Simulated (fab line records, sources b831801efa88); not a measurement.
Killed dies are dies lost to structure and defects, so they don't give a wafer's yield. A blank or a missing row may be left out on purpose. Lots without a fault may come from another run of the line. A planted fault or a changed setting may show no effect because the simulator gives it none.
Which tool did it? | flow sky130 | 6 lots, 18 wafers sampled, at 2 steps of a route of 708

WHAT THE GAUGES READ, wafer by wafer
SKY_VIA4_OVL_MEAS_11.
lot  | measured     | on         | VIA4_OVL (nm)
L514 | day 43 10:02 | overlay-01 | 0.1 -0.2 -0.4
L516 | day 44 08:52 | overlay-01 | 0.4 -1.4 1.0
L519 | day 45 08:28 | overlay-01 | 0.0 1.8 -0.5
L521 | day 45 20:13 | overlay-01 | 0.1 1.4 1.6
L531 | day 48 03:28 | overlay-01 | -1.4 -1.5 -0.4
L536 | day 49 01:26 | overlay-02 | -1.6 0.1 -0.2

WHICH TOOL RAN EACH LOT (tool, then ch and the chambers of the sampled wafers, then the start)
lot  | SKY_DNWELL_STRIP_08
L514 | plasma_asher-02 ch 0,1, day 3 09:42
L516 | plasma_asher-01 ch 0,1, day 3 23:49
L519 | plasma_asher-04 ch 0,1, day 4 14:13
L521 | plasma_asher-01 ch 0,1, day 5 00:16
L531 | plasma_asher-01 ch 0,1, day 7 06:14
L536 | plasma_asher-04 ch 0,1, day 8 06:13
- SKY_DNWELL_STRIP_08: strips in O2/N2.

THE ANSWER, worked out from the rows above alone
Rule: what is usual is taken from the lots themselves. Put in order of their means at a reading, lots are off if they are a third of the lots or fewer, leave a main group of 4 or more, and stand apart from it by a gap of 3 or more times the standard deviation of the main group's means; of several such gaps the widest counts. A main group whose means are all the same, to the digits that the tables above print for the reading, isn't used. A lot without any number at a reading at which 4 lots or more have one is off too. The other lots that the step has rows for count as sound.
No lot is off at any reading shown: from this, nothing can be told.

WHAT THE SIMULATOR HAD PUT IN
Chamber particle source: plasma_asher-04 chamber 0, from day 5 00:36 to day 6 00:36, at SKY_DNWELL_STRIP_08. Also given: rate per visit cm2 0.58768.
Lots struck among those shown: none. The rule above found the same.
